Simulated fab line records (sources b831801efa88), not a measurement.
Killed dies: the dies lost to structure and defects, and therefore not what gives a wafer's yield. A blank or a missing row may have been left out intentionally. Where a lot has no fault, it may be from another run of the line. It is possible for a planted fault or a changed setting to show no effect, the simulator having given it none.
Split-lot trial + flow gf180mcu + 23 wafers read across 5 lots, on a route 602 steps long

== THE SPLIT ITSELF ==
At GF_HV_LDD_DEVELOP_45 (develop time 60 s), the setting developTimeS was moved away from the recipe's 60 s on 5 of the 23 wafers read, by -12.6% to +5.0%. All remaining wafers had this setting at the recipe value.

Between the split and the reading, the file records no step.

== THE READING ==
cdNm at GF_HV_LDD_CD_MEAS_46, given in nm (cd target 400 nm). Typical for fault-free wafers on this fab line: 400.0 nm, with standard deviation 2 nm.

| wafer  | tool, chamber at the split | developTimeS as run, s | against the recipe | cdNm, nm | against lot-mates on the recipe |
|--------|----------------------------|------------------------|--------------------|----------|---------------------------------|
| L074.1 | lithoTrack-01, 0           | 63.02                  | +5.0%              | 404.6    | +3.0                            |
| L074.2 | lithoTrack-01, 0           | 60                     | recipe             | 402.0    | -                               |
| L074.3 | lithoTrack-01, 0           | 60                     | recipe             | 401.8    | -                               |
| L074.4 | lithoTrack-01, 0           | 60                     | recipe             | 401.1    | -                               |
| L074.6 | lithoTrack-01, 0           | 63.02                  | +5.0%              | 408.1    | +6.5                            |
| L076.1 | lithoTrack-04, 0           | 60                     | recipe             | 397.1    | -                               |
| L076.2 | lithoTrack-04, 0           | 60                     | recipe             | 398.6    | -                               |
| L076.4 | lithoTrack-04, 0           | 60                     | recipe             | 398.4    | -                               |
| L076.5 | lithoTrack-04, 0           | 60                     | recipe             | 398.1    | -                               |
| L076.6 | lithoTrack-04, 0           | 60                     | recipe             | 396.8    | -                               |
| L077.1 | lithoTrack-03, 0           | 60                     | recipe             | 399.0    | -                               |
| L077.5 | lithoTrack-03, 0           | 60                     | recipe             | 398.5    | -                               |
| L077.6 | lithoTrack-03, 0           | 60                     | recipe             | 398.5    | -                               |
| L078.1 | lithoTrack-04, 0           | 60                     | recipe             | 397.2    | -                               |
| L078.2 | lithoTrack-04, 0           | 60                     | recipe             | 398.8    | -                               |
| L078.4 | lithoTrack-04, 0           | 60                     | recipe             | 398.4    | -                               |
| L078.5 | lithoTrack-04, 0           | 60                     | recipe             | 398.4    | -                               |
| L078.6 | lithoTrack-04, 0           | 60                     | recipe             | 397.1    | -                               |
| L080.2 | lithoTrack-03, 0           | 60                     | recipe             | 400.5    | -                               |
| L080.3 | lithoTrack-03, 0           | 52.47                  | -12.6%             | 385.7    | -13.7                           |
| L080.4 | lithoTrack-03, 0           | 52.47                  | -12.6%             | 384.3    | -15.1                           |
| L080.5 | lithoTrack-03, 0           | 60                     | recipe             | 398.3    | -                               |
| L080.6 | lithoTrack-03, 0           | 52.47                  | -12.6%             | 386.9    | -12.5                           |

THE FIT
A straight line over all 23 wafers: cdNm changes by +1.11 nm for each +1% of developTimeS; r = +0.95; the points scatter about the line by 1.7 nm.
The same after taking each lot's own level away (the mean of its wafers on the recipe; 23 wafers): +1.08 nm for each +1%; r = +0.98; scatter 0.94 nm.
Per that fit: largest developTimeS move, reading shift of 14 nm.
The span of the lots' own levels, 397.80 to 401.63 nm, comes to 1.9 times the standard deviation stated above.
Consequently the slope shifts little with the lot-to-lot level, the two slopes agreeing.
Check: with one of the wafers moved furthest among these (-12.6%) left out of the fit, the line predicts -13.6 nm for it against its lot-mates. It came out at -13.7 nm against them.

== OTHER SPLITS ON THESE WAFERS ==
Before the reading, these wafers also passed through other splits. Each is held against what the fit with the lots' levels taken away leaves over:
| other split on the same wafers       | wafers away from the commonest value | r with cdNm (lot level and that fit taken away) |
|--------------------------------------|--------------------------------------|-------------------------------------------------|
| GF_VT_IMPLANT_STRIP_31 pressureMtorr | 15                                   | +0.10                                           |
| GF_DUAL_GATE_OXIDATION_02 oxTimeS    | 18                                   | -0.10                                           |
| GF_DUAL_GATE_COAT_06 resistThkNm     | 8                                    | -0.31                                           |
| GF_DUAL_GATE_OXIDATION_15 tempC      | 5                                    | +0.04                                           |
| GF_POLY_GATE_ETCH_13 icpW            | 6                                    | +0.32                                           |
| GF_HV_LDD_DEVELOP_06 devTempC        | 8                                    | +0.03                                           |
| GF_HV_LDD_IMPLANT_21 doseCm2         | 10                                   | -0.20                                           |
| GF_HV_LDD_EXPOSE_28 doseMj           | 7                                    | -0.22                                           |

== THE FILE'S OWN FIT ==
cdNm changes by +1.08 nm for each +1% of developTimeS, r = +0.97.
